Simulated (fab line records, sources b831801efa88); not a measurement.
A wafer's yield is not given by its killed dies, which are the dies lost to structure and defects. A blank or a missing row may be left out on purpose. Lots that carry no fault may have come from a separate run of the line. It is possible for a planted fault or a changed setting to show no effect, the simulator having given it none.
One fault through the eyes of 2 desks || flow gf180mcu || each desk has only its own numbers; what lay behind them comes last

== AT THE TOOL OWNER'S DESK: pecvd-03 ==
The tool's own readings at GF_SAB_CVD_00 (deposits SiO2 from TEOS, target thk 50 nm, time 4.9302 s): means of the sampled wafers that have a number, for each lot that ran on this tool. If a lot's mean is further than 4 standard deviations from the usual mean, the lot is out of limits and carries the mark OUT (the distance appears in the brackets).
Columns: A = heaterPowerOuterW at GF_SAB_CVD_00, usual 403 W; B = heaterPowerW at GF_SAB_CVD_00, usual 710 W
{"lot": "L150", "first seen here": "day 14 01:19", "A": 453, "B": 773}
{"lot": "L153", "first seen here": "day 15 02:18", "A": 463, "B": 818}
{"lot": "L158", "first seen here": "day 17 03:00", "A": 455, "B": 821}
{"lot": "L160", "first seen here": "day 18 14:51", "A": 463, "B": 797}
{"lot": "L165", "first seen here": "day 19 23:46", "A": 440, "B": 788}
{"lot": "L169", "first seen here": "day 20 21:20", "A": 452, "B": 778}
{"lot": "L170", "first seen here": "day 21 03:54", "A": 444, "B": 785}
Result from this desk: across the 7 lots, nothing is out of limits.

== METROLOGY DESK ==
What the gauges read, lot by lot, whatever tool the lot ran on: means of the sampled wafers that have a number. If a lot's mean is further than 4 standard deviations from the usual mean, the lot is out of limits and carries the mark OUT (the distance appears in the brackets).
Columns: A = HV_LDD_3_TW at GF_HV_LDD_TW_MEAS_38, usual 1436; B = PSD_TW at GF_PSD_TW_MEAS_11, usual 3213; C = SAB_CVD_00_THK at GF_SAB_THK_MEAS_01, usual 50.0 nm
{"lot": "L150", "first seen here": "day 11 13:19", "A": 1425, "B": 3258, "C": 50.7}
{"lot": "L151", "first seen here": "day 11 19:46", "A": 1408, "B": 3191, "C": 49.4}
{"lot": "L152", "first seen here": "day 11 23:03", "A": 1461, "B": 3255, "C": 49.6}
{"lot": "L153", "first seen here": "day 12 09:49", "A": 1405, "B": 3258, "C": 50.2}
{"lot": "L154", "first seen here": "day 12 14:59", "A": 1418, "B": 3173, "C": 50.4}
{"lot": "L156", "first seen here": "day 13 08:45", "A": 1415, "B": 3188, "C": 51.1}
{"lot": "L157", "first seen here": "day 14 05:38", "A": 1420, "B": 3144, "C": 48.9}
{"lot": "L158", "first seen here": "day 14 05:56", "A": 1471, "B": 3257, "C": 50.4}
{"lot": "L159", "first seen here": "day 14 16:35", "A": 1470, "B": 3153, "C": 49.7}
{"lot": "L160", "first seen here": "day 15 13:05", "A": 1468, "B": 3186, "C": 50.2}
{"lot": "L165", "first seen here": "day 16 19:59", "A": 1416, "B": 3243, "C": "44.1 (-8.6) OUT"}
{"lot": "L169", "first seen here": "day 17 17:41", "A": 1422, "B": 3271, "C": "38.5 (-17) OUT"}
{"lot": "L170", "first seen here": "day 17 23:46", "A": 1465, "B": 3230, "C": "38.5 (-17) OUT"}
{"lot": "L171", "first seen here": "day 18 08:55", "A": 1463, "B": 3201, "C": 49.4}
{"lot": "L173", "first seen here": "day 18 23:42", "A": 1424, "B": 3122, "C": 50.3}
This desk's finding: out of limits on L165, L169, L170; first on L165, day 19 23:48 (SAB_CVD_00_THK at GF_SAB_THK_MEAS_01). L150, L151, L152, L153, L154, L156, L157, L158, L159, L160, L171, L173: within limits.

== TAKEN TOGETHER ==
An alarm was possible from the metrology desk at day 19 23:48, on L165, L169, L170.
The desk of the tool owner found nothing out of limits.
The tool owner's desk has L165, L169, L170 on record, within its limits.
The lots listed all ran GF_SAB_CVD_00 on pecvd-03.

== WHAT WAS PUT IN BY THE SIMULATOR ==
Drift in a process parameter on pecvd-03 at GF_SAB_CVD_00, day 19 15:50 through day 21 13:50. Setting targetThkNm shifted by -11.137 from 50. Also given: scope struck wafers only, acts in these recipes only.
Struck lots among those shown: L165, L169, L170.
Time in hours between the start of the fault and the first out-of-limits reading at each desk: metrology desk, 8.
